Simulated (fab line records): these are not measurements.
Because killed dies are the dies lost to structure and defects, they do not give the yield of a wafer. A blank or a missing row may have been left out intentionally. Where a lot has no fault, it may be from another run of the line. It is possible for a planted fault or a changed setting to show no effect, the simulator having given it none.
Which tool was responsible? -- flow sky130 -- Sampling: 11 lots, 33 wafers, 3 of 708 route steps

## WHAT THE GAUGES SHOWED, per wafer
SKY_NWELL_TW_MEAS_26.
lot,measured,on,NWELL_2_TW
L180,day 5 09:58,filmMetro-01,496.5 498.1 500.3
L182,day 6 13:25,filmMetro-01,495.1 497.4 498.5
L183,day 7 01:29,filmMetro-03,513.5 512.5 514.3
L184,day 7 10:53,filmMetro-01,514.1 516.1 511.1
L186,day 7 17:59,filmMetro-03,515.2 511.7 514.0
L190,day 8 00:41,filmMetro-03,494.1 495.1 493.6
L195,day 9 12:40,filmMetro-01,499.6 495.9 498.6
L196,day 9 17:46,filmMetro-03,490.6 489.5 491.2
L198,day 10 05:10,filmMetro-02,492.7 492.3 492.4
L200,day 10 23:54,filmMetro-01,498.0 501.1 497.0
L202,day 11 05:27,filmMetro-02,492.4 489.6 490.7

## EACH LOT AND THE TOOL THAT RAN IT (in order: tool; ch and the chambers of the sampled wafers; start)
lot,SKY_FIELD_ISO_ETCH_15,SKY_NWELL_IMPLANT_24
L180,"rieDiel-04 ch 1,2,3, day 2 09:08","implanter-02 ch 0, day 5 09:43"
L182,"rieDiel-01 ch 0,2, day 2 20:23","implanter-02 ch 0, day 6 13:10"
L183,"rieDiel-02 ch 0,1, day 3 01:33","implanter-02 ch 0, day 7 01:15"
L184,"rieDiel-01 ch 0,1,3, day 3 07:30","implanter-02 ch 0, day 7 10:39"
L186,"rieDiel-04 ch 0,1,2, day 3 19:59","implanter-02 ch 0, day 7 17:46"
L190,"rieDiel-04 ch 1,2, day 4 12:35","implanter-03 ch 0, day 8 00:28"
L195,"rieDiel-04 ch 0,1,2, day 5 17:11","implanter-03 ch 0, day 9 12:25"
L196,"rieDiel-01 ch 0,1, day 6 00:03","implanter-03 ch 0, day 9 17:31"
L198,"rieDiel-01 ch 1,3, day 6 08:23","implanter-03 ch 0, day 10 04:55"
L200,"rieDiel-02 ch 0,2,3, day 6 20:08","implanter-02 ch 0, day 10 23:42"
L202,"rieDiel-04 ch 0,1, day 7 04:27","implanter-04 ch 0, day 11 05:15"
- SKY_FIELD_ISO_ETCH_15: etches the open film in CHF3/O2, stops on Si, target depth 180 nm, time 72 s.
- SKY_NWELL_IMPLANT_24

## THE ANSWER, worked out from the rows above alone
Rule: the lots themselves supply what counts as usual. The widest of any qualifying gaps counts: lots, ordered by their means at a reading, are off when they make up no more than a third of the lots, leave a main group of 4 or more, and stand apart from it by 3 or more times the standard deviation of that group's means. If all means in a main group match to the digits the tables above print for the reading, that group is not used. A lot without any number at a reading at which 4 lots or more have one is off too. All remaining lots with rows at the step are treated as sound.
Off: L183, L184, L186, seen at SKY_NWELL_TW_MEAS_26 (NWELL_2_TW). The main group: mean 495.0, standard deviation 3.2.
A tool fits if, at a process step before that reading, it ran every lot that is off, and no sound lot after the first of them. The gauges at SKY_NWELL_TW_MEAS_26 are tried like those tools. Of those tried, none fits.

## WHAT THE SIMULATOR PUT IN
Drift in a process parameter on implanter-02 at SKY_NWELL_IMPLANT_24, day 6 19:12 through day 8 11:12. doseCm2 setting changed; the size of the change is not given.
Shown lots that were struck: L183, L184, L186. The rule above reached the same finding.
